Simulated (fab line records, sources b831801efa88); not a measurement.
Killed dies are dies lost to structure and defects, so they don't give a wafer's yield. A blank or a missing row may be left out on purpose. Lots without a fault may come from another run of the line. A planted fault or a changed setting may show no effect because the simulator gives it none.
A struck lot beside a sound one | flow sky130 | 33 steps out of a route of 708
Sound: wafers L580.1, L580.2, L580.5. Struck: wafer L585.6. (L585.3, L585.4 of the same lot were not struck and are left out.) The cause comes at the end.
At each step with rows: each side's tool, then ch and its chambers, then its first start. Under that, the readings that differ: sound wafers | struck wafers | difference of the means | sigmas: that difference in standard deviations of wafers without a fault.
alike: readings whose means differ by less than 2 such deviations, and words and numbers that are the same on both sides. not compared: withheld readings, readings that some wafer has no value for, bounds like >300 that may hide the same value, and numbers for which the record gives no deviation and whose values overlap.
The two part at a step that has a row with sigmas, a row that says differs or no value, or rows on one side only. Numbers that don't overlap but have no deviation are shown without sigmas and don't part them. A reading that every wafer of one side lacks parts them only if that side has two wafers or more.

first, 9 steps without rows for these wafers: SKY_LI_CONTACT_ETCH_14 (etches BARC in N2/H2, stops on SiO2, time 45.9 s, target depth 60 nm); SKY_LI_CONTACT_ETCH_15 (etches PSG in C4F8/O2/Ar, stops on Si, target depth 600 nm); SKY_LI_CONTACT_STRIP_16 (strips in O2/N2); SKY_LI_CONTACT_CLEAN_17 (cleans in NMP, time 600 s); SKY_LI_CONTACT_PRE_CLEAN_18 (time 5.6 s); SKY_LI_CONTACT_SPUTTER_19 (material Ti, target thk 20 nm, time 106.37 s); SKY_LI_CONTACT_SPUTTER_20 (material TiN, target thk 20 nm, time 80 s); SKY_LI_CONTACT_CVD_21 (deposits W, target thk 400 nm, time 120.56 s); SKY_LI_CONTACT_CMP_24 (polishes, stops on PSG, t overpolish 20 s, target thk 0 nm).
SKY_LOCAL_INTERCONNECT_SPUTTER_00: material TiN, target thk 100 nm, time 83.3 s.
  sound on pvd_sputter-03, day 32 00:14; struck on pvd_sputter-03, day 33 15:05
  alike: substrate_temp_c, susceptor_temp_C, throttle_valve_pct
then, 22 steps without rows for these wafers: SKY_LOCAL_INTERCONNECT_DEHYDRATE_03 (time 60 s); SKY_LOCAL_INTERCONNECT_HMDS_04 (prime time 60 s); SKY_LOCAL_INTERCONNECT_COAT_05 (resist thk 60 nm); SKY_LOCAL_INTERCONNECT_COAT_06 (resist thk 450 nm); SKY_LOCAL_INTERCONNECT_SOFTBAKE_07 (time 90 s); SKY_LOCAL_INTERCONNECT_EXPOSE_08 (exposes mask LI1M, target cd 170 nm); SKY_LOCAL_INTERCONNECT_PEB_09; SKY_LOCAL_INTERCONNECT_DEVELOP_10 (develop time 60 s); SKY_LOCAL_INTERCONNECT_ETCH_13 (etches BARC in N2/H2, stops on SiO2, time 45.9 s, target depth 60 nm); SKY_LOCAL_INTERCONNECT_METAL_ETCH_14 (etches TiN in Cl2/BCl3, stops on PSG, target depth 110 nm, time 31.4 s); SKY_LOCAL_INTERCONNECT_STRIP_15 (strips in O2/N2); SKY_LOCAL_INTERCONNECT_STRIP_16 (strips in post etch residue remover, time 1200 s); SKY_LOCAL_INTERCONNECT_CLEAN_17 (cleans in IPA, time 180 s); SKY_LOCAL_INTERCONNECT_CLEAN_18 (cleans in O3/DIW); SKY_CONTACT_CVD_00 (deposits Si3N4, target thk 75 nm); SKY_CONTACT_HDPCVD_02 (deposits SiO2, target thk 565 nm, time 94.2 s); SKY_CONTACT_CMP_04 (polishes SiO2); SKY_CONTACT_DEHYDRATE_06 (time 60 s); SKY_CONTACT_HMDS_07 (prime time 60 s); SKY_CONTACT_COAT_08 (resist thk 60 nm); SKY_CONTACT_COAT_09 (resist thk 450 nm); SKY_CONTACT_SOFTBAKE_10 (time 90 s).
-- the record jumps here: 15 days lie between the struck wafers' starts before and after (it left off in module CONTACT and takes up again in module PAD_OPEN, whose first step shown is number 708 of the route) --
SKY_PAD_OPEN_PROBE_99:
  sound on prober-01, day 47 18:45; struck on prober-01, day 48 23:11
  reading            | sound    | struck                   | difference                   | sigmas
  hold               | - - -    | await_dispo/5.4h/release | no value on the sound wafers |
  killed_at_contacts | 27 21 21 | 77                       | +54                          | +11
  killed_dies        | 83 82 89 | 125                      | +40                          | +4
  killed_short       | 40 47 51 | 25                       | -21                          | -3
  alike: killed_at_M0_to_M3, killed_at_M4_up, killed_at_front_end, killed_at_other, killed_open

WHERE THEY PART
Only at SKY_PAD_OPEN_PROBE_99, within this record.

WHY: what the simulator had put in
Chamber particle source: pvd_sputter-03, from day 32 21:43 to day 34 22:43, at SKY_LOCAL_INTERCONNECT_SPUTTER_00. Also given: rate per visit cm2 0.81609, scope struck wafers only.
